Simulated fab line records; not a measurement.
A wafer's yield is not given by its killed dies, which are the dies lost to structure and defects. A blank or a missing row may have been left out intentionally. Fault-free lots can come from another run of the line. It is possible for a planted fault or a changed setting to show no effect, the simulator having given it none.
Split-lot trial    flow sfqLine    5 lots, 13 wafers read, on a route of 325 steps

## ON THE SPLIT
At SFQ_TRILAYER_M1_LITHO_COAT_044 (resist thk 62 nm), the setting resistThkNm was moved away from the recipe's 62 nm on 4 of the 13 wafers read, by -1.5% to +5.0%. This setting was run at the recipe's value on the other wafers.

## FROM THE SPLIT TO THE READING: what the file shows between them, 3 steps
- SFQ_TRILAYER_M1_LITHO_COAT_039: resist thk 600 nm
- SFQ_TRILAYER_M1_LITHO_SOFTBAKE_043
- SFQ_TRILAYER_M1_LITHO_DEVELOP_041: time 60 s

## THE READING
etch.depthNm (the simulator's own value, which no gauge read), in nm, at SFQ_TRILAYER_M1_BARC_OPEN_METAL_ETCH_054 (etches BARC in O2, target depth 125 nm, time 41.7 s). The file does not state a usual value for it. Here, 9 wafers ran the recipe; their average is 61.95 nm with a standard deviation of 0.21 nm.

wafer   tool, chamber at the split  resistThkNm as run, nm  against the recipe  etch.depthNm, nm  against lot-mates on the recipe
L074.5  lithoTrack-04, 0            62                      recipe              62.08             -
L077.3  lithoTrack-01, 0            63.73                   +2.8%               63.62             +1.81
L077.5  lithoTrack-01, 0            62                      recipe              61.81             -
L078.2  lithoTrack-04, 0            61.04                   -1.5%               60.68             -1.04
L078.4  lithoTrack-04, 0            61.04                   -1.5%               60.68             -1.04
L078.3  lithoTrack-04, 0            62                      recipe              61.68             -
L078.6  lithoTrack-04, 0            62                      recipe              61.68             -
L078.5  lithoTrack-04, 0            62                      recipe              61.81             -
L079.1  lithoTrack-04, 0            65.08                   +5.0%               64.98             +3.00
L079.5  lithoTrack-04, 0            62                      recipe              61.98             -
L081.1  lithoTrack-01, 0            62                      recipe              62.05             -
L081.4  lithoTrack-01, 0            62                      recipe              62.18             -
L081.6  lithoTrack-01, 0            62                      recipe              62.29             -

FIT RESULTS
A straight line over all 13 wafers: etch.depthNm changes by +0.643 nm for each +1% of resistThkNm; r = +0.98; the points scatter about the line by 0.22 nm.
The same after taking each lot's own level away (the mean of its wafers on the recipe; 13 wafers): +0.624 nm for each +1%; r = +1.00; scatter 0.076 nm.
Per that fit: largest resistThkNm move, reading shift of 3.1 nm.
The lots' own levels span 61.723 to 62.173 nm, that is 2.2 times the standard deviation above.
The two slopes agree, so the slope changes little with the lot-to-lot level.
Check: for one of the wafers moved furthest among these (+5.0%), held out of the fit, the line's prediction against its lot-mates is +3.26 nm. It came out at +3 nm against them.

## THESE WAFERS: OTHER SPLITS
Other splits were also applied to these wafers ahead of the reading. Each is held against what the fit with the lots' levels taken away leaves over:
other split on the same wafers                  wafers away from the commonest value  r with etch.depthNm (lot level and that fit taken away)
SFQ_TRILAYER_L0_LITHO_COAT_010 resistThkNm      4                                     +0.10
SFQ_TRILAYER_L0_BARC_OPEN_METAL_ETCH_010 biasW  1                                     +0.06
SFQ_TRILAYER_L0_VIA_LITHO_PEB_016 pebTimeS      7                                     +0.17
SFQ_TRILAYER_M0_LITHO_COAT_026 spinRpm          6                                     +0.37
SFQ_TRILAYER_M0_ETCH_METAL_ETCH_024 icpW        2                                     +0.22
SFQ_TRILAYER_I0_VIA_LITHO_COAT_036 resistThkNm  3                                     +0.04
SFQ_TRILAYER_I0_VIA_LITHO_EXPOSE_032 doseMj     2                                     +0.43
SFQ_TRILAYER_M1_DEP_SPUTTER_037 timeS           0                                     -

## THE WHOLE CHAIN: every reading that the file lists as answering this split, in the file's order
step                                      what it does                                         reading                                                                                    change (the file's fit)                r (the file's)
SFQ_TRILAYER_M1_LITHO_COAT_044            resist thk 62 nm                                     BARC_of_TRILAYER_M1_LITHO_COAT_044.thkNm (the simulator's own value, which no gauge read)  +0.622 nm for each +1% of the setting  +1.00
SFQ_TRILAYER_M1_BARC_OPEN_METAL_ETCH_054  etches BARC in O2, target depth 125 nm, time 41.7 s  etch.depthNm (the simulator's own value, which no gauge read)                              +0.623 nm for each +1% of the setting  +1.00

## THE FILE'S OWN FIT
etch.depthNm changes by +0.623 nm for each +1% of resistThkNm, r = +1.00.
